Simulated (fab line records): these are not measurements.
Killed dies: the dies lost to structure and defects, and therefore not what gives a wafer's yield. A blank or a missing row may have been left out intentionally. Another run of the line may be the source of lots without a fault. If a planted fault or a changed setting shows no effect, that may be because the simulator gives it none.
Struck lot and sound lot, side by side | flow sky130 | 17 steps out of a route of 708
Sound: wafers L517.2, L517.3, L517.5. Struck: wafers L523.1, L523.2, L523.5. The cause is given at the end.
Per side, at each step with rows, come the tool, then ch with its chambers, and then its first start. Under that, the readings that differ: sound wafers | struck wafers | difference of the means | sigmas: that difference in standard deviations of wafers without a fault.
alike: same words and numbers on both sides, and readings whose means sit less than 2 such deviations apart. not compared: any withheld reading, any reading some wafer has no value for, any bound like >300 that may hide the same value, and any number with overlapping values for which the record gives no deviation.
Wherever a step has rows on one side only, a row that says differs or no value, or a row with sigmas, the two part there. Numbers that don't overlap but have no deviation are shown without sigmas and don't part them. Lack of a reading on every wafer of one side parts them only where that side has two or more wafers.

SKY_LDD_HVN_OVL_MEAS_07:
  struck on overlay-02, day 23 17:47; sound on overlay-02, day 22 09:25
  alike: LDD_HVN_OVL
next, for these wafers, 1 step has no rows: SKY_LDD_HVN_IMPLANT_08.
SKY_LDD_HVN_STRIP_09: strips in O2/N2.
  sound on plasma asher-03 ch 0,1, day 22 09:36; struck on plasma asher-01 ch 0,1, day 23 17:58
  alike: drypump motor current A, oes product au, strip time to endpoint s
  not compared: rf hours counter h
SKY_LDD_HVN_TW_MEAS_10:
  struck on film metro-04, day 23 18:04; sound on film metro-01, day 22 09:43
  alike: LDD_HVN_TW
then, 7 steps without rows for these wafers: SKY_LDD_HVP_DEHYDRATE_00 (time 60 s); SKY_LDD_HVP_HMDS_01 (prime time 60 s); SKY_LDD_HVP_COAT_02 (resist thk 300 nm); SKY_LDD_HVP_SOFTBAKE_03 (time 60 s); SKY_LDD_HVP_EXPOSE_04 (exposes mask HVPTM, target cd 700 nm); SKY_LDD_HVP_PEB_05; SKY_LDD_HVP_DEVELOP_06 (develop time 60 s).
SKY_LDD_HVP_OVL_MEAS_07:
  struck on overlay-02, day 24 23:10; sound on overlay-01, day 23 15:26
  alike: LDD_HVP_OVL
SKY_LDD_HVP_IMPLANT_08:
  sound on implanter-01 ch 0, day 23 15:29; struck on implanter-03 ch 0, day 24 23:31
SKY_LDD_HVP_STRIP_09: strips in O2/N2.
  sound on plasma asher-01 ch 0,1, day 23 15:37; struck on plasma asher-04 ch 0,1, day 24 23:40
  reading                     | sound          | struck         | difference | sigmas
  drypump motor current A (A) | 5.11 5.12 5.71 | 6.15 5.81 5.80 | +0.61      | +2
  alike: oes product au, strip time to endpoint s
  not compared: rf hours counter h
SKY_LDD_HVP_TW_MEAS_10:
  struck on film metro-03, day 24 23:46; sound on film metro-01, day 23 15:44
  reading    | sound       | struck      | difference | sigmas
  LDD_HVP_TW | 449 451 450 | 565 565 564 | +115       | +29
then, 1 step without rows for these wafers: SKY_LDD_LDN_DEHYDRATE_00 (time 60 s).
-- here the record skips 23 days between the struck wafers' starts before and after, leaving off in module LDD_LDN and picking up in module PAD_OPEN (first step shown: number 708 of the route) --
SKY_PAD_OPEN_PROBE_99:
  struck on prober-01, day 47 21:57; sound on prober-01, day 47 03:21
  reading                                   | sound                   | struck                  | difference | sigmas
  model.etest.tip_p_5v.rs ohm sq            | 2904 2923 2907          | 1740 1748 1748          | -1166      |
  model.etest.pfet g5v0d10v5.r on ohm um    | 4788 4838 4819          | 4332 4404 4371          | -446       |
  model.etest.pfet g5v0d10v5.drive ua um    | 340.6 335.5 337.7       | 379.8 372.9 374.3       | +37.7      |
  model.etest.pfet g5v0d10v5.off log10 a um | -12.46 -12.56 -12.53    | -10.6 -10.46 -10.51     | +2.0       |
  model.etest.ring_5v.delay ps              | 44.26 45.13 44.58       | 42.89 43.83 43.52       | -1.24      |
  model.etest.pfet g5v0d10v5.vt sat v (V)   | -0.6193 -0.6271 -0.6304 | -0.4559 -0.4719 -0.4628 | +0.1621    |
  alike: killed_at_M0_to_M3, killed_at_M4_up, killed at contacts, killed at front end, killed at other, killed dies, killed open, killed short

## WHERE THEY PART
Earliest at SKY_LDD_HVP_STRIP_09; latest, in this record, at SKY_LDD_HVP_TW_MEAS_10. Later steps at which nothing parts them and some readings are alike: SKY_PAD_OPEN_PROBE_99.

WHY: the cause the simulator had injected
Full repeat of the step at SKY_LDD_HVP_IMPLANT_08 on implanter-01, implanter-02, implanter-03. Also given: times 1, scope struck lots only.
